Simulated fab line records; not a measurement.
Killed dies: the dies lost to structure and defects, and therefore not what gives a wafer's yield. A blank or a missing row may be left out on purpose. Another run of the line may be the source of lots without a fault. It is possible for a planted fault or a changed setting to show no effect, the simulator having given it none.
A struck lot beside a sound one | flow sky130 | 28 steps out of a route of 708
Sound: the wafers L247.2, L247.3, L247.4. Wafers L248.3, L248.5, L248.6 were the ones struck. The cause is named last.
Each step with rows lists, per side, the tool, then ch with its chambers, then its first start. Under that, the readings that differ: sound wafers | struck wafers | difference of the means | sigmas: that difference in standard deviations of wafers without a fault.
alike: readings whose means differ by less than 2 such deviations, and words and numbers that are the same on both sides. not compared: withheld readings, readings that some wafer has no value for, bounds like >300 that may hide the same value, and numbers for which the record gives no deviation and whose values overlap.
The two part at a step that has a row with sigmas, a row that says differs or no value, or rows on one side only. Non-overlapping numbers with no deviation appear without sigmas and do not part them. A reading missing from all wafers of one side parts the sides only when that side holds two or more wafers.

first, 5 steps without rows for these wafers: SKY_SONOS_ONO_COAT_08 (resist thk 1140 nm); SKY_SONOS_ONO_SOFTBAKE_09 (time 60 s); SKY_SONOS_ONO_EXPOSE_10 (exposes mask ONOM, target cd 410 nm); SKY_SONOS_ONO_PEB_11; SKY_SONOS_ONO_DEVELOP_12 (develop time 60 s).
SKY_SONOS_ONO_CD_MEAS_13 targets a cd of 410 nm.
  sound on cd sem-01, day 17 07:51; struck on cd sem-02, day 17 17:17
  alike: cd nm
SKY_SONOS_ONO_OVL_MEAS_14:
  sound on overlay-01, day 17 07:58; struck on overlay-01, day 17 17:22
  alike: SONOS_ONO_OVL
SKY_SONOS_ONO_ETCH_15: etches the open film in CHF3/O2, target depth 19.52 nm, time 7.8 s.
  sound on rie diel-04 ch 1,2,3, day 17 07:59; struck on rie diel-03 ch 0,1, day 17 17:24
  alike: drypump motor current A, oes product au, throttle valve pct
  not compared: rf hours counter h
then, 1 step without rows for these wafers: SKY_SONOS_ONO_WET_ETCH_16 (etches SiO2 in dHF, target depth 14 nm, time 280 s).
SKY_SONOS_ONO_STRIP_17: strips in O2/N2.
  sound on plasma asher-02 ch 0,1, day 17 08:05; struck on plasma asher-02 ch 0,1, day 17 17:32
  alike: drypump motor current A, n2 flow sccm, oes product au, strip time to endpoint s
  not compared: rf hours counter h
then, 2 steps without rows for these wafers: SKY_SONOS_ONO_WET_ETCH_18 (etches Si3N4 in H3PO4, target depth 15 nm, time 172 s); SKY_GATE_OXIDE_CLEAN_00 (cleans in SC1/SC2, time 150 s).
SKY_GATE_OXIDE_OXIDATION_01: stabilise 600 s, purge 300 s, target thk 10.268 nm.
  sound on furnace-01 ch 0, day 17 08:44; struck on furnace-02 ch 0, day 17 18:22
  reading                                           | sound             | struck           | difference | sigmas
  model.SiO2_of_GATE_OXIDE_OXIDATION_01.thk nm (nm) | 10.19 10.38 10.48 | 9.334 9.379 9.33 | -1.002     |
SKY_GATE_OXIDE_THK_MEAS_02:
  sound on film metro-01, day 17 10:10; struck on film metro-04, day 17 20:02
  reading                          | sound             | struck         | difference | sigmas
  GATE_OXIDE_OXIDATION_00_THK (nm) | 10.19 10.37 10.44 | 9.36 9.39 9.35 | -0.97      | -5
  not compared: hold
then, 6 steps without rows for these wafers: SKY_GATE_OXIDE_HMDS_04 (prime time 60 s); SKY_GATE_OXIDE_COAT_05 (resist thk 1140 nm); SKY_GATE_OXIDE_SOFTBAKE_06 (time 60 s); SKY_GATE_OXIDE_EXPOSE_07 (exposes mask LVOM, target cd 600 nm); SKY_GATE_OXIDE_PEB_08; SKY_GATE_OXIDE_DEVELOP_09 (develop time 60 s).
SKY_GATE_OXIDE_OVL_MEAS_10:
  sound on overlay-02, day 18 15:45; struck on overlay-01, day 19 02:00
  alike: GATE_OXIDE_OVL
then, 2 steps without rows for these wafers: SKY_GATE_OXIDE_IMPLANT_11; SKY_GATE_OXIDE_WET_ETCH_12 (etches SiO2 in dHF, target depth 16.8 nm, time 336 s).
SKY_GATE_OXIDE_STRIP_13: strips in O2/N2.
  sound on plasma asher-04 ch 0,1, day 18 16:08; struck on plasma asher-01 ch 0,1, day 19 02:19
  alike: drypump motor current A, n2 flow sccm, oes product au, strip time to endpoint s
  not compared: rf hours counter h
SKY_GATE_OXIDE_TW_MEAS_14:
  sound on film metro-02, day 18 16:14; struck on film metro-04, day 19 02:38
  alike: GATE_OXIDE_TW
  not compared: hold
SKY_GATE_OXIDE_OXIDATION_16: stabilise 600 s, purge 300 s, target thk 3.57 nm.
  sound on furnace-01 ch 0, day 18 17:55; struck on furnace-02 ch 0, day 19 07:23
  reading                                           | sound             | struck          | difference | sigmas
  model.SiO2_of_GATE_OXIDE_OXIDATION_01.thk nm (nm) | 11.51 11.67 11.78 | 10.8 10.9 10.86 | -0.8       |
then, 1 step without rows for these wafers: SKY_POLY_GATE_CVD_00 (deposits poly-Si, target thk 180 nm, time 720 s).
-- a jump in the record: the struck wafers' starts before and after are 30 days apart (it breaks off in module POLY_GATE and resumes in module PAD_OPEN, where the first step shown is number 708 of the route) --
SKY_PAD_OPEN_PROBE_99:
  sound on prober-01, day 49 00:56; struck on prober-01, day 49 06:35
  reading                                | sound                        | struck                        | difference | sigmas
  model.etest.nfet_16v.r on ohm um       | 1.395e+04 1.42e+04 1.406e+04 | 1.357e+04 1.356e+04 1.351e+04 | -5.233e+02 |
  model.etest.pfet g5v0d10v5.r on ohm um | 4742 4838 4829               | 4537 4562 4568                | -247       |
  model.etest.tip sonos.rs ohm sq        | 2549 2624 2698               | 2435 2469 2411                | -185       |
  model.etest.nfet g5v0d10v5.r on ohm um | 1862 1895 1908               | 1790 1808 1797                | -90        |
  model.etest.nfet g5v0d10v5.drive ua um | 616.1 600.8 597.5            | 649.5 640.9 643.5             | +39.8      |
  model.etest.nfet_05v0_nvt.drive ua um  | 579.4 570.5 573.2            | 615.2 608.4 605.8             | +35.4      |
  model.etest.pfet g5v0d10v5.drive ua um | 343.1 338.2 334              | 365.8 358.4 360.5             | +23.1      |
  model.etest.nfet_16v.drive ua um       | 224.5 220.6 219.8            | 241.8 240.2 238.7             | +18.6      |

WHERE THEY PART
Only at SKY_GATE_OXIDE_THK_MEAS_02, within this record. Later steps at which nothing parts them and some readings are alike: SKY_GATE_OXIDE_OVL_MEAS_10, SKY_GATE_OXIDE_STRIP_13, SKY_GATE_OXIDE_TW_MEAS_14.

WHY: what the simulator had put in
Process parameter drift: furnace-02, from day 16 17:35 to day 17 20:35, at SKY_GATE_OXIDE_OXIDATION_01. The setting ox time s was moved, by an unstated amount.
